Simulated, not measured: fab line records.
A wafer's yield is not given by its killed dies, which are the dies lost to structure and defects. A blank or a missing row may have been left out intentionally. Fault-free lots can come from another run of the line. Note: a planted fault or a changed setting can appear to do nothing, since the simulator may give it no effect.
A struck lot beside a sound one || flow gf180mcu || 14 steps out of a route of 602
Sound: wafers L357.1, L357.3, L357.4. The struck wafers were L348.3, L348.4, L348.6. At the end, the cause is stated.
Per side, at each step with rows, come the tool, then ch with its chambers, and then its first start. Under that, the readings that differ: sound wafers || struck wafers || difference of the means || sigmas: that difference in standard deviations of wafers without a fault.
alike: readings whose means differ by less than 2 such deviations, and words and numbers that are the same on both sides. not compared: withheld readings, readings that some wafer has no value for, bounds like >300 that may hide the same value, and numbers for which the record gives no deviation and whose values overlap.
A row with sigmas, a row that says differs or no value, or rows on one side alone: a step with any of these is where the two part. Numbers that have no deviation but don't overlap get no sigmas and don't part them. A reading missing from all wafers of one side parts the sides only when that side holds two or more wafers.

first, 2 steps without rows for these wafers: GF_M1_CLEAN_19 (cleans in DIW); GF_V1_CVD_00 (deposits SiO2, target thk 600 nm, time 100 s).
GF_V1_THK_MEAS_01:
  sound: film metro-03 at day 24 18:04; struck: film metro-04 at day 22 11:39
  alike: V1_CVD_00_THK
GF_V1_CVD_02: deposits SiO2 from TEOS, target thk 850 nm, time 94.851 s.
  sound on pecvd-04 ch 0,2, day 24 18:08; struck on pecvd-03 ch 0,1,2, day 22 11:41
  alike: heater power w
GF_V1_THK_MEAS_03:
  sound: film metro-03 at day 24 18:12; struck: film metro-03 at day 22 11:47
  alike: V1_CVD_02_THK
GF_V1_CMP_04: polishes SiO2.
  sound on cmp-01 ch 0,1,2, day 24 18:16; struck on cmp-01 ch 0,2, day 22 11:52
  alike: motor current A, time to endpoint s
GF_V1_BOW_MEAS_05:
  sound: film metro-03 at day 24 18:34; struck: film metro-04 at day 22 12:10
  alike: V1_BOW
then, 5 steps without rows for these wafers: GF_V1_DEHYDRATE_06 (time 60 s); GF_V1_HMDS_07 (prime time 60 s); GF_V1_COAT_08; GF_V1_COAT_09 (resist thk 1000 nm); GF_V1_SOFTBAKE_10 (time 60 s).
GF_V1_EXPOSE_11: exposes mask Via1, target cd 260 nm.
  sound on krf scanner-02 ch 0, day 25 05:18; struck on krf scanner-02, day 22 23:48
  no value came back on the struck wafers for exposure dose mJ cm2, focus offset nm (nm); on the sound wafers exposure dose mJ cm2 reads 37.96 37.96 37.95
  alike: mask
then, 1 step without rows for these wafers: GF_V1_PEB_12 (peb time 90 s).

WHERE THEY PART
At GF_V1_EXPOSE_11 and nowhere else, as far as this record goes.

WHY: what the simulator had put in
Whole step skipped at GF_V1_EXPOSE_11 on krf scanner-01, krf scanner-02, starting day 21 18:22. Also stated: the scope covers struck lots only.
